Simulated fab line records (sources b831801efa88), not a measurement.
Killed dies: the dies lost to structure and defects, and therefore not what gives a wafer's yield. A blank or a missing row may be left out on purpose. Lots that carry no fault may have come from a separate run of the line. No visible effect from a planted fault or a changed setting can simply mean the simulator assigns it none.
Which tool did it? | flow sky130 | 13 lots, 39 wafers sampled, at 1 step of a route of 708

## WHAT THE GAUGES READ, wafer by wafer
SKY_LDD_HVP_OVL_MEAS_07.
lot  | measured     | on         | LDD_HVP_OVL (nm)
L985 | day 21 04:01 | overlay-02 | 0.7 1.3 0.5
L986 | day 21 14:56 | overlay-02 | 1.0 0.3 0.8
L987 | day 21 21:27 | overlay-01 | -2.2 -0.4 -3.2
L989 | day 22 19:47 | overlay-01 | -2.2 1.0 -0.9
L990 | day 23 11:31 | overlay-02 | -3.5 -1.0 -1.2
L992 | day 24 21:40 | overlay-02 | -0.6 -2.2 -1.0
L994 | day 25 00:32 | overlay-02 | 0.3 -0.1 -1.1
L995 | day 25 11:50 | overlay-02 | -1.4 -1.4 0.0
L996 | day 25 21:04 | overlay-01 | -0.9 -0.5 -0.1
L101 | day 27 08:19 | overlay-01 | -1.6 -1.9 -1.0
L105 | day 28 22:43 | overlay-01 | -2.0 1.1 -0.1
L107 | day 29 08:08 | overlay-02 | 0.5 1.4 -0.4
L108 | day 29 11:20 | overlay-02 | 0.9 0.4 1.8

## TOOL THAT RAN EACH LOT (tool first, then ch and the chambers of the sampled wafers, then the start)
The record shows no process step preceding these readings.

## AS READ BY THE TOOLS THEMSELVES (means over the sampled wafers that have a number; for cases with no such wafer, the mark the record gives instead)
The record holds no such reading with a usual standard deviation.

## THE ANSWER, worked out from the rows above alone
Rule: the lots themselves supply what counts as usual. Put in order of their means at a reading, lots are off if they are a third of the lots or fewer, leave a main group of 4 or more, and stand apart from it by a gap of 3 or more times the standard deviation of the main group's means; of several such gaps the widest counts. A main group whose means are all the same, to the digits that the tables above print for the reading, isn't used. A lot without any number at a reading at which 4 lots or more have one is off too. Any other lot the step has rows for is counted as sound. First the gauges in route order, then the tools' own readings, where a lot's mean is used as printed above. At the first step where some lot is off, the reading lying furthest off is the one used; lots without a number count as furthest.
Nothing can be told from this: no lot is off at any reading shown.

## WHAT WAS PUT IN BY THE SIMULATOR
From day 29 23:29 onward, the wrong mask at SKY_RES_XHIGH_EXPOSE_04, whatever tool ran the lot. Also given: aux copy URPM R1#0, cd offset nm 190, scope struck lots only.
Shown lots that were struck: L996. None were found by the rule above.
